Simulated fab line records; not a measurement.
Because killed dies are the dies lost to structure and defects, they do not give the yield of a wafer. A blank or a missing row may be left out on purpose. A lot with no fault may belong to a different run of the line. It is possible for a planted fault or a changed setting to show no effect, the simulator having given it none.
Which tool was responsible? / flow gf180mcu / at 1 step of a route of 602, 11 lots with 33 wafers sampled

WHAT THE GAUGES SHOWED, per wafer
GF_NWELL_OVL_MEAS_07.
lot=L775; measured=day 3 10:38; on=overlay-02; NWELL_OVL (nm)=-1.6 1.4 0.5
lot=L777; measured=day 3 23:40; on=overlay-02; NWELL_OVL (nm)=0.8 1.7 0.3
lot=L778; measured=day 4 04:46; on=overlay-02; NWELL_OVL (nm)=-3.6 -3.2 -3.0
lot=L781; measured=day 4 22:00; on=overlay-02; NWELL_OVL (nm)=-0.5 -0.1 -0.6
lot=L785; measured=day 5 20:24; on=overlay-01; NWELL_OVL (nm)=0.0 -0.7 0.0
lot=L789; measured=day 6 17:21; on=overlay-01; NWELL_OVL (nm)=0.9 -1.5 -1.7
lot=L791; measured=day 7 01:50; on=overlay-02; NWELL_OVL (nm)=-3.3 -1.0 -1.4
lot=L792; measured=day 7 12:46; on=overlay-02; NWELL_OVL (nm)=-0.2 -2.6 -0.6
lot=L793; measured=day 7 14:59; on=overlay-02; NWELL_OVL (nm)=-1.4 -3.0 -0.9
lot=L796; measured=day 8 07:35; on=overlay-02; NWELL_OVL (nm)=-2.8 -2.0 -2.8
lot=L798; measured=day 8 18:44; on=overlay-02; NWELL_OVL (nm)=1.7 0.5 1.7

WHICH TOOL RAN EACH LOT (tool, then ch and the chambers of the sampled wafers, then the start)
There is no process step in the record ahead of these readings.

THE ANSWER, worked out from the rows above alone
Rule: what is usual is taken from the lots themselves. Put in order of their means at a reading, lots are off if they are a third of the lots or fewer, leave a main group of 4 or more, and stand apart from it by a gap of 3 or more times the standard deviation of the main group's means; of several such gaps the widest counts. A main group is skipped when, at the precision printed for the reading in the tables above, its means are all equal. Also off: a lot with no number at a reading for which 4 or more lots have one. Any other lot the step has rows for is counted as sound.
Across all readings shown, no lot is off: no conclusion can be drawn from this.

WHAT WAS PUT IN BY THE SIMULATOR
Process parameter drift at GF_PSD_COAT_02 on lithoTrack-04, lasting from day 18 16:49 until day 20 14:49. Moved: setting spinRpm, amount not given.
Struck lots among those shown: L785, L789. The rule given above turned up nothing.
